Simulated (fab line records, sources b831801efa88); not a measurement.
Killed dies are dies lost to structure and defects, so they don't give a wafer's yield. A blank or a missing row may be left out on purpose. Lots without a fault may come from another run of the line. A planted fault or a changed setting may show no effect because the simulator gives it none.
fab line records | flow sky130
record lots=12 wafers=36 last_day=50
route steps=708 shown FIELD_ISO@17 PWDE@47 NWELL@78 VT_ADJUST_HVTP@92 PAD_OPEN@708
lots that met no fault: from a run of the same line without faults
start_h: hours from the record's first day to the start of the lot's first wafer shown | wait_h: hours since the lot's step before | " the same as in the row above | L1.1+2: a row that stands for several wafers | - no value, or no start given | * or withheld: withheld | < > ~ a bound
route shown NAME@n: a module of which the file shows steps, and the number in the route of the first | usual: mean/standard deviation of fault-free wafers | same: alike in all rows | chamber/n: place in a boat | sites: the reading at each site | _std_site: their standard deviation | _edge_site: outer sites' mean less inner sites' | radius_mm: how far each site lies from the wafer's centre | mask NAME#n: copy n | behind: the tool/chamber that last shaped the wafer | hold: why the lot was held/for how many hours/how that ended | device: the transistor (n, p or np) that didn't switch | end of line: the same wafers' tests at the end of the route | a step without rows: its recipe alone | killed: dies lost to structure and defects at the first sort, not the wafer's yield | map: a wafer's dies, x killed, . not, _ none there
set.NAME: the setting as run; set.NAME@STEP: as run at that earlier step | model.NAME: the simulator's own value behind a step, which no gauge read
steps of the route over a sample of lots; a table a step, a row a wafer
services: from which hour (start_h, from the record's first day; less than 0 if before it) a tool's chamber was out of use, for how many hours, and why
## steps
# step SKY_FIELD_ISO_STRIP_16
# recipe chemistry=O2/N2 power_w=1400 pressure_mtorr=1500 platen_temp_c=withheld o2_flow_sccm=3000 n2_flow_sccm=300 overash_fraction=0.5
# usual drypump_motor_current_A=5.7/0.52 oes_product_au=0.378/0.0049 strip_time_to_endpoint_s=3.54/0.033
# columns lot.wafer tool chamber start_h wait_h drypump_motor_current_A oes_product_au rf_hours_counter_h strip_time_to_endpoint_s
L132.2 plasma_asher-01 1 32.92 0.0 5.6 0.378 22 3.53
L132.3 " 1 " " 5.7 0.382 - 3.56
L132.6 " 0 " " 6.2 0.380 - 3.55
L134.1 plasma_asher-01 1 42.98 0.0 5.6 0.372 23 3.56
L134.2 " 0 " " 6.1 0.376 23 3.55
L134.5 " 0 " " 6.1 0.382 - 3.55
L135.2 plasma_asher-02 1 46.40 0.0 6.1 0.382 36 3.54
L135.4 " 0 " " 5.8 0.382 - 3.53
L135.5 " 1 " " 6.1 0.380 - 3.52
L137.2 plasma_asher-01 1 56.63 0.0 5.6 0.383 25 3.58
L137.5 " 1 " " 5.7 0.371 - 3.56
L137.6 " 0 " " 6.2 0.384 - 3.57
L140.1 plasma_asher-02 0 73.25 0.0 5.8 0.371 38 3.56
L140.2 " 1 " " 6.1 0.372 38 3.54
L140.4 " 0 " " 5.8 0.381 - 3.52
L142.4 plasma_asher-01 1 83.25 0.0 5.6 0.373 - 3.59
L142.5 " 0 " " 6.1 0.378 - 3.59
L142.6 " 1 " " 5.6 0.386 - 3.57
L145.3 plasma_asher-01 1 96.50 0.1 5.6 0.382 - 3.53
L145.4 " 0 " " 6.2 0.376 - 3.51
L145.6 " 0 " " 6.2 0.374 - 3.55
L148.3 plasma_asher-04 0 112.83 0.1 6.3 0.375 - 3.54
L148.4 " 1 " " 4.8 0.371 - 3.54
L148.6 " 0 " " 6.2 0.379 - 3.55
L151.1 plasma_asher-02 1 126.92 0.0 6.1 0.370 42 3.48
L151.3 " 1 " " 6.1 0.379 - 3.55
L151.4 " 0 " " 5.7 0.374 - 3.51
L152.1 plasma_asher-04 1 132.80 0.0 4.8 0.383 46 3.54
L152.5 " 1 " " 4.8 0.371 - 3.54
L152.6 " 0 " " 6.2 0.383 - 3.54
L154.2 plasma_asher-04 0 143.57 0.0 6.3 0.380 47 3.54
L154.3 " 1 " " 4.8 0.378 - 3.56
L154.5 " 1 " " 4.8 0.375 - 3.55
L155.1 plasma_asher-04 0 148.83 0.0 6.2 0.387 48 3.56
L155.3 " 0 " " 6.2 0.386 - 3.51
L155.6 " 0 " " 6.2 0.378 - 3.53
# step SKY_PWDE_COAT_02
# recipe spin_rpm=2000 resist_thk_nm=3000
# columns lot.wafer tool chamber start_h wait_h
L132.2+3+6 litho_track-02 0 72.08 0.1
L134.1+2+5 litho_track-02 0 81.51 0.1
L135.2+4+5 litho_track-01 0 85.09 0.1
L137.2+5+6 litho_track-01 0 93.39 0.1
L140.1+2+4 litho_track-01 0 111.31 0.1
L142.4+5+6 litho_track-02 0 116.63 0.1
L145.3+4+6 litho_track-02 0 132.06 0.1
L148.3+4+6 litho_track-02 0 149.61 0.1
L151.1+3+4 litho_track-01 0 170.76 0.1
L152.1+5+6 litho_track-01 0 176.61 0.1
L154.2+3+5 litho_track-02 0 184.48 0.1
L155.1+3+6 litho_track-02 0 186.96 0.1
# step SKY_PWDE_STRIP_09
# recipe chemistry=O2/N2 power_w=1400 pressure_mtorr=1500 platen_temp_c=withheld o2_flow_sccm=3000 n2_flow_sccm=300 overash_fraction=0.5
# usual drypump_motor_current_A=5.6/0.52 oes_product_au=0.723/0.0049 strip_time_to_endpoint_s=36.86/0.099
# columns lot.wafer tool chamber start_h wait_h drypump_motor_current_A oes_product_au rf_hours_counter_h strip_time_to_endpoint_s
L132.2 plasma_asher-03 1 80.20 0.1 5.4 0.719 38 36.75
L132.3 " 0 " " 5.3 0.711 - 36.73
L132.6 " 0 " " 5.3 0.729 - 36.77
L134.1 plasma_asher-03 1 90.64 0.1 5.4 0.725 39 36.90
L134.2 " 0 " " 5.3 0.720 39 36.86
L134.5 " 0 " " 5.3 0.723 - 36.84
L135.2 plasma_asher-04 1 93.79 0.1 4.8 0.719 41 36.99
L135.4 " 0 " " 6.2 0.724 - 36.76
L135.5 " 1 " " 4.8 0.728 - 36.79
L137.2 plasma_asher-04 1 102.55 0.1 4.8 0.717 42 36.78
L137.5 " 1 " " 4.8 0.722 - 36.95
L137.6 " 0 " " 6.2 0.717 - 36.78
L140.1 plasma_asher-04 0 120.75 0.1 6.2 0.725 45 36.92
L140.2 " 1 " " 4.8 0.722 45 36.94
L140.4 " 1 " " 4.8 0.721 - 36.95
L142.4 plasma_asher-03 0 126.08 0.1 5.3 0.724 - 36.84
L142.5 " 0 " " 5.3 0.722 - 36.78
L142.6 " 1 " " 5.4 0.721 - 36.93
L145.3 plasma_asher-03 0 142.02 0.1 5.3 0.726 - 37.01
L145.4 " 1 " " 5.4 0.728 - 36.97
L145.6 " 1 " " 5.4 0.727 - 36.81
L148.3 plasma_asher-04 1 159.63 0.1 4.8 0.719 - 36.77
L148.4 " 0 " " 6.2 0.714 - 36.69
L148.6 " 1 " " 4.8 0.723 - 36.58
L151.1 plasma_asher-02 0 181.60 0.1 5.7 0.713 47 14.23
L151.3 " 1 " " 6.1 0.707 - 14.25
L151.4 " 0 " " 5.7 0.716 - 14.22
L152.1 plasma_asher-04 1 187.49 0.1 4.8 0.713 52 14.28
L152.5 " 1 " " 4.8 0.719 - 14.23
L152.6 " 0 " " 6.2 0.714 - 14.23
L154.2 plasma_asher-02 1 194.89 0.1 6.1 0.719 48 36.85
L154.3 " 1 " " 6.0 0.727 - 36.95
L154.5 " 1 " " 6.1 0.714 - 36.96
L155.1 plasma_asher-03 0 198.60 0.1 5.3 0.722 8 36.95
L155.3 " 0 " " 5.3 0.722 - 36.92
L155.6 " 1 " " 5.4 0.734 - 36.84
# step SKY_NWELL_STRIP_25
# recipe chemistry=O2/N2 power_w=1400 pressure_mtorr=1500 platen_temp_c=withheld o2_flow_sccm=3000 n2_flow_sccm=300 overash_fraction=0.5
# usual drypump_motor_current_A=5.7/0.32 oes_product_au=0.722/0.0043 strip_time_to_endpoint_s=36.92/0.1
# columns lot.wafer tool chamber start_h wait_h drypump_motor_current_A oes_product_au rf_hours_counter_h strip_time_to_endpoint_s
L132.2 plasma_asher-01 1 116.65 0.1 5.6 0.722 31 36.91
L132.3 " 1 " " 5.6 0.721 - 36.94
L132.6 " 1 " " 5.6 0.718 - 36.92
L134.1 plasma_asher-02 1 127.29 0.1 6.0 0.719 42 36.91
L134.2 " 0 " " 5.8 0.720 42 36.85
L134.5 " 0 " " 5.8 0.716 - 36.90
L135.2 plasma_asher-01 0 131.31 0.2 6.2 0.723 33 36.80
L135.4 " 0 " " 6.1 0.711 - 36.87
L135.5 " 0 " " 6.1 0.725 - 36.96
L137.2 plasma_asher-01 1 140.50 0.1 5.6 0.715 34 36.94
L137.5 " 0 " " 6.2 0.723 - 36.95
L137.6 " 1 " " 5.7 0.724 - 37.00
L140.1 plasma_asher-01 1 159.25 0.1 5.6 0.728 36 36.92
L140.2 " 0 " " 6.2 0.721 36 36.94
L140.4 " 0 " " 6.2 0.724 - 36.85
L142.4 plasma_asher-02 1 164.78 0.1 6.1 0.727 - 36.91
L142.5 " 1 " " 6.1 0.716 - 36.97
L142.6 " 0 " " 5.7 0.714 - 36.96
L145.3 plasma_asher-02 0 183.43 0.1 5.8 0.716 - 36.89
L145.4 " 1 " " 6.1 0.717 - 36.87
L145.6 " 0 " " 5.8 0.715 - 36.99
L148.3 plasma_asher-02 0 202.83 0.1 5.7 0.723 - 36.63
L148.4 " 1 " " 6.1 0.714 - 36.74
L148.6 " 1 " " 6.1 0.715 - 36.72
L151.1 plasma_asher-03 0 225.95 0.1 5.3 0.725 11 36.89
L151.3 " 0 " " 5.3 0.719 - 36.93
L151.4 " 1 " " 5.4 0.716 - 36.95
L152.1 plasma_asher-03 1 232.24 0.1 5.4 0.716 11 36.96
L152.5 " 1 " " 5.4 0.724 - 36.92
L152.6 " 0 " " 5.3 0.725 - 36.91
L154.2 plasma_asher-02 0 240.25 0.1 5.7 0.727 53 36.97
L154.3 " 0 " " 5.7 0.726 - 36.93
L154.5 " 1 " " 6.1 0.718 - 36.89
L155.1 plasma_asher-01 0 243.15 0.1 6.1 0.730 45 36.98
L155.3 " 0 " " 6.1 0.723 - 37.00
L155.6 " 0 " " 6.1 0.724 - 36.99
# step SKY_VT_ADJUST_HVTP_CD_MEAS_07
# recipe target_cd_nm=380
# usual cd_nm=379.4/2.4
# columns lot.wafer tool chamber start_h wait_h cd_nm
L132.2 cd_sem-02 - 135.70 0.1 382.8
L132.3 " - " " 382.3
L132.6 " - " " 384.4
L134.1 cd_sem-01 - 146.20 0.1 380.5
L134.2 " - " " 383.5
L134.5 " - " " 381.8
L135.2 cd_sem-02 - 149.88 0.1 378.4
L135.4 " - " " 379.6
L135.5 " - " " 380.2
L137.2 cd_sem-01 - 159.73 0.1 375.5
L137.5 " - " " 376.6
L137.6 " - " " 376.9
L140.1 cd_sem-01 - 179.90 0.1 380.2
L140.2 " - " " 379.4
L140.4 " - " " 378.8
L142.4 cd_sem-01 - 186.14 0.1 377.7
L142.5 " - " " 378.5
L142.6 " - " " 378.4
L145.3 cd_sem-01 - 205.80 0.1 376.2
L145.4 " - " " 372.9
L145.6 " - " " 376.5
L148.3 cd_sem-01 - 225.17 0.1 380.4
L148.4 " - " " 378.1
L148.6 " - " " 377.8
L151.1 cd_sem-02 - 248.38 0.1 380.0
L151.3 " - " " 380.8
L151.4 " - " " 376.4
L152.1 cd_sem-01 - 255.63 0.1 376.9
L152.5 " - " " 377.1
L152.6 " - " " 375.0
L154.2 cd_sem-02 - 263.47 0.1 382.2
L154.3 " - " " 378.2
L154.5 " - " " 375.9
L155.1 cd_sem-01 - 267.00 0.1 377.9
L155.3 " - " " 377.7
L155.6 " - " " 377.8
# step SKY_PAD_OPEN_PROBE_99
# usual killed_at_M0_to_M3=43/7.1 killed_at_M4_up=3.0/1.6 killed_at_contacts=24/5.3 killed_at_front_end=16/4.1 killed_at_other=0.5/0.82 killed_dies=86/9.4 killed_on_rim=17/4.1 killed_open=46/6.9 killed_short=39/6.5
# same gross_dies=492 killed_at_back_side=0
# columns lot.wafer tool chamber start_h wait_h killed_at_M0_to_M3 killed_at_M4_up killed_at_contacts killed_at_front_end killed_at_other killed_dies killed_on_rim killed_open killed_short
L151.1 prober-01 - 1183.32 0.1 40 6 31 362 1 440 80 45 52
L151.3 prober-01 - 1183.42 0.2 47 6 31 363 0 447 77 57 41
L151.4 prober-01 - 1183.47 0.2 38 4 18 386 4 450 80 39 41
L152.1 prober-01 - 1190.53 0.1 34 2 21 373 0 430 94 38 38
L152.5 prober-01 - 1190.73 0.2 31 4 31 382 1 449 96 47 30
L152.6 prober-01 - 1190.78 0.2 38 2 30 372 0 442 96 50 33
# killed by level:class
L151.1 PWDE:area_expose=343 LI_CONTACT:geometric_particle:open=11 CONTACT:geometric_particle:short=7 VIA1:geometric_particle:open=7 METAL2:geometric_particle:short=7 VIA1:geometric_particle:short=6 VIA2:geometric_particle:open=6 POLY_GATE:geometric_particle:short=5
L151.3 PWDE:area_expose=348 LI_CONTACT:geometric_particle:open=11 CONTACT:geometric_particle:open=11 VIA1:geometric_particle:open=10 METAL1:geometric_particle:short=9 POLY_GATE:geometric_particle:short=6 METAL2:geometric_particle:short=6 VIA2:geometric_particle:open=6
L151.4 PWDE:area_expose=370 CONTACT:geometric_particle:open=13 VIA1:geometric_particle:open=10 FIELD_ISO:geometric_particle:short=6 VIA2:geometric_particle:short=5 VIA2:geometric_particle:open=5 METAL2:geometric_particle:short=4 POLY_GATE:geometric_particle:short=4
L152.1 PWDE:area_expose=353 LI_CONTACT:geometric_particle:open=7 VIA2:geometric_particle:open=7 POLY_GATE:geometric_particle:short=6 POLY_GATE:geometric_particle:open=6 CONTACT:geometric_particle:open=6 VIA1:geometric_particle:open=6 CONTACT:geometric_particle:short=5
L152.5 PWDE:area_expose=372 CONTACT:geometric_particle:open=14 VIA1:geometric_particle:open=9 CONTACT:geometric_particle:short=7 FIELD_ISO:geometric_particle:short=5 VIA2:geometric_particle:open=5 LOCAL_INTERCONNECT:geometric_particle:short=4 VIA3:geometric_particle:open=4
L152.6 PWDE:area_expose=358 VIA1:geometric_particle:open=13 LI_CONTACT:geometric_particle:open=10 CONTACT:geometric_particle:open=9 CONTACT:geometric_particle:short=5 METAL2:geometric_particle:short=5 METAL1:geometric_particle:short=4 VIA1:geometric_particle:short=4
## services
# columns tool chamber start_h hours kind
plasma_asher-03 - 22.85 1.5 repair
plasma_asher-02 - 46.50 2.8 pm
litho_track-02 - 50.14 - consumable_replace:filter
plasma_asher-03 - 64.32 2.8 pm
plasma_asher-02 - 107.95 14.6 pm
plasma_asher-03 - 108.80 9.0 pm
plasma_asher-03 0 108.80 9.0 vent_cycle
plasma_asher-03 1 108.80 9.0 vent_cycle
plasma_asher-03 0 117.80 - clean
plasma_asher-03 1 117.80 - clean
plasma_asher-02 - 205.82 0.7 repair
plasma_asher-04 - 215.17 0.7 repair
plasma_asher-03 - 217.35 1.6 repair
plasma_asher-02 - 241.94 1.7 repair
## key
first_sign step=SKY_PWDE_STRIP_09 reading=strip_time_to_endpoint_s direction=down sigmas=99+ usual=* struck=*
effect step=SKY_PAD_OPEN_PROBE_99 reading=killed_at_front_end direction=up sigmas=87 usual=16 struck=373
more_kills_born_at SKY_PWDE_EXPOSE_04@iline_stepper-02=1083 SKY_PWDE_EXPOSE_04@iline_stepper-01=1061
met_at SKY_PWDE_COAT_02
struck_lots L151,L152
tester_left_out L151,L152
not_acting_at SKY_FIELD_ISO_STRIP_16,SKY_NWELL_STRIP_25,SKY_VT_ADJUST_HVTP_CD_MEAS_07
onset_between 111.31 170.76
fault kind=process_parameter_drift tool=litho_track-01 chamber=- onset_h=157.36 steps=SKY_PWDE_COAT_02 channel=resist_thk_nm offset=-1931.6 shape=step end_h=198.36 acts_in=these_recipes_only stated=3000
# tester_left_out: of these lots the tester's yield and bins aren't shown, on N5 and GAA mostly nor the transistor test; their killed dies are dies lost to structure and defects alone, not to doping, threshold or leakage, so they don't give the yield
